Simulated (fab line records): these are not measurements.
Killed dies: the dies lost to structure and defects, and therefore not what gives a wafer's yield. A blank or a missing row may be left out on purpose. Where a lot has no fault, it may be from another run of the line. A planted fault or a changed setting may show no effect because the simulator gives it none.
Which tool did it? + flow gf180mcu + 18 wafers from 6 lots sampled at 2 of the route's 602 steps

== WHAT THE GAUGES READ, wafer by wafer ==
GF_VT_IMPLANT_OVL_MEAS_29.
| lot  | measured     | on         | VT_IMPLANT_02_OVL (nm) |
|------|--------------|------------|------------------------|
| L410 | day 7 12:49  | overlay-02 | -0.7 -1.1 -1.9         |
| L413 | day 8 16:22  | overlay-01 | - - -                  |
| L417 | day 9 11:29  | overlay-02 | -0.4 -1.6 0.6          |
| L424 | day 11 11:05 | overlay-02 | -1.3 1.6 0.6           |
| L426 | day 12 03:32 | overlay-01 | -2.0 -0.8 -2.7         |
| L429 | day 12 21:19 | overlay-02 | 0.2 1.7 -2.5           |

== TOOL THAT RAN EACH LOT (tool first, then ch and the chambers of the sampled wafers, then the start) ==
| lot  | GF_VT_IMPLANT_EXPOSE_26             |
|------|-------------------------------------|
| L410 | iline-stepper-01 ch 0, day 7 05:43  |
| L413 | iline-stepper-01 ch 0, day 8 08:14  |
| L417 | iline-stepper-01 ch 0, day 9 02:59  |
| L424 | iline-stepper-01 ch 0, day 11 01:54 |
| L426 | iline-stepper-01 ch 0, day 11 17:55 |
| L429 | iline-stepper-01 ch 0, day 12 11:43 |
- GF_VT_IMPLANT_EXPOSE_26: exposes mask LVPWELL HV AREA, target cd 860 nm.

== THE ANSWER, worked out from the rows above alone ==
Rule: usual is defined by the lots themselves. Put in order of their means at a reading, lots are off if they are a third of the lots or fewer, leave a main group of 4 or more, and stand apart from it by a gap of 3 or more times the standard deviation of the main group's means; of several such gaps the widest counts. A main group is skipped when, at the precision printed for the reading in the tables above, its means are all equal. Also off: a lot with no number at a reading for which 4 or more lots have one. Where the step has rows for the other lots, those lots are counted as sound.
Off: L413, at GF_VT_IMPLANT_OVL_MEAS_29 (VT_IMPLANT_02_OVL). Without a number there: L413. For the main group the mean is -0.7 nm and the standard deviation 0.76.
A tool fits if, at a process step before that reading, it ran every lot that is off, and no sound lot after the first of them. Gauges at GF_VT_IMPLANT_OVL_MEAS_29: tried the same way as those tools. Of those tried, none fits.

== WHAT HAD BEEN PUT IN BY THE SIMULATOR ==
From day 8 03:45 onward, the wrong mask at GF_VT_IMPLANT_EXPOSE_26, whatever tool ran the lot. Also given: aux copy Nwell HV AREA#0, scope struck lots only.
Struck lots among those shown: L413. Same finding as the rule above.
